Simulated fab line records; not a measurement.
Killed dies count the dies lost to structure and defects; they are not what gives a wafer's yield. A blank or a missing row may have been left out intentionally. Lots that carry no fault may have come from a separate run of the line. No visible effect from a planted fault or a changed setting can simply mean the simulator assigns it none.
Chamber matching + flow gf180mcu + GF_V1_CMP_04 on cmp-02 has 4 sister chambers
The step polishes SiO2. 14 wafers are shown with their chamber, then 6 later ones without.

## WAFERS PAIRED WITH THEIR CHAMBERS
| wafer  | chamber | motor-current-A (A) | time-to-endpoint-s (s) |
|--------|---------|---------------------|------------------------|
| L182.4 | 1       | 12.0                | 93                     |
| L182.5 | 1       | 12.4                | 80                     |
| L182.6 | 2       | 10.9                | 80                     |
| L187.1 | 0       | 11.9                | 73                     |
| L187.4 | 1       | 12.5                | 83                     |
| L187.5 | 0       | 11.6                | 74                     |
| L188.1 | 0       | 11.9                | 69                     |
| L188.2 | 1       | 12.8                | 78                     |
| L188.3 | 3       | 12.2                | 69                     |
| L190.2 | 1       | 12.5                | 83                     |
| L190.4 | 2       | 10.5                | 87                     |
| L190.6 | 0       | 11.8                | 89                     |
| L192.3 | 3       | 12.4                | 86                     |
| L192.4 | 2       | 10.3                | 87                     |

SIGNATURES, as means of the wafers listed above
| reading            | chamber 0 | chamber 1 | chamber 2 | chamber 3 | scatter within a chamber |
|--------------------|-----------|-----------|-----------|-----------|--------------------------|
| motor-current-A    | 11.800    | 12.440    | 10.567    | 12.300    | 0.245                    |
| time-to-endpoint-s | 76.25     | 83.40     | 84.67     | 77.50     | 7.36                     |
Rule: for a wafer and a chamber, the distance is found by dividing, reading by reading, the gap between the wafer's reading and the chamber's mean by the reading's scatter, squaring, summing and taking the root. The wafer belongs to the nearest chamber; if the next one is less than 2 further off, it can't be placed. The scatter: the root of (the sum of the squares of (reading less its chamber's mean) over the shown wafers, divided by (wafers less chambers)).

## WAFERS WITHOUT THEIR CHAMBER
| wafer  | motor-current-A (A) | time-to-endpoint-s (s) |
|--------|---------------------|------------------------|
| L192.6 | 10.5                | 97                     |
| L193.2 | 11.7                | 77                     |
| L193.3 | 10.8                | 77                     |
| L193.4 | 12.2                | 86                     |
| L197.3 | 11.7                | 79                     |
| L197.5 | 11.9                | 84                     |

## EACH ONE'S CHAMBER
| wafer  | from the rows above          | in truth                   |
|--------|------------------------------|----------------------------|
| L192.6 | 2                            | 2                          |
| L193.2 | 0                            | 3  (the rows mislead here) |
| L193.3 | 2                            | 2                          |
| L193.4 | can't be placed: 1 or 3 or 0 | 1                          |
| L197.3 | can't be placed: 0 or 3      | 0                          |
| L197.5 | can't be placed: 0 or 3 or 1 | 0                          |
2 of 6 placed correctly. Can't be placed from these rows: 3 (the true chamber is among the candidates in 3). Number placed wrongly: 1.
